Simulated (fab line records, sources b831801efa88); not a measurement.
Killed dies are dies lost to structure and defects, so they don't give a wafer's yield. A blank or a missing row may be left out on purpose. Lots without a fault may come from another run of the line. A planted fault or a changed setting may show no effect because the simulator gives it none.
Which tool did it? | flow sky130 | 11 lots, 33 wafers sampled, at 1 step of a route of 708

WHAT THE GAUGES READ, wafer by wafer
SKY_CONTACT_THK_MEAS_01.
lot  | measured     | on            | CONTACT_CVD_00_THK (nm)
L586 | day 31 00:28 | film_metro-01 | 74.4 74.9 75.3
L587 | day 31 07:59 | film_metro-02 | 74.6 75.2 75.5
L588 | day 31 20:55 | film_metro-03 | 74.1 76.0 75.9
L590 | day 32 07:45 | film_metro-01 | 74.7 73.2 74.9
L597 | day 34 16:50 | film_metro-01 | 74.2 74.4 75.3
L598 | day 34 19:14 | film_metro-02 | 73.8 75.8 76.7
L599 | day 35 06:53 | film_metro-01 | 74.0 74.1 74.2
L600 | day 35 13:45 | film_metro-02 | 76.0 76.0 76.5
L602 | day 36 15:25 | film_metro-02 | 73.6 76.0 75.6
L605 | day 36 20:59 | film_metro-02 | 74.4 76.8 75.7
L607 | day 37 08:27 | film_metro-02 | 73.4 75.8 76.0

WHICH TOOL RAN EACH LOT (tool, then ch and the chambers of the sampled wafers, then the start)
The record holds no process step before these readings.

THE ANSWER, worked out from the rows above alone
Rule: what is usual is taken from the lots themselves. Put in order of their means at a reading, lots are off if they are a third of the lots or fewer, leave a main group of 4 or more, and stand apart from it by a gap of 3 or more times the standard deviation of the main group's means; of several such gaps the widest counts. A main group whose means are all the same, to the digits that the tables above print for the reading, isn't used. A lot without any number at a reading at which 4 lots or more have one is off too. The other lots that the step has rows for count as sound.
No lot is off at any reading shown: from this, nothing can be told.

WHAT THE SIMULATOR HAD PUT IN
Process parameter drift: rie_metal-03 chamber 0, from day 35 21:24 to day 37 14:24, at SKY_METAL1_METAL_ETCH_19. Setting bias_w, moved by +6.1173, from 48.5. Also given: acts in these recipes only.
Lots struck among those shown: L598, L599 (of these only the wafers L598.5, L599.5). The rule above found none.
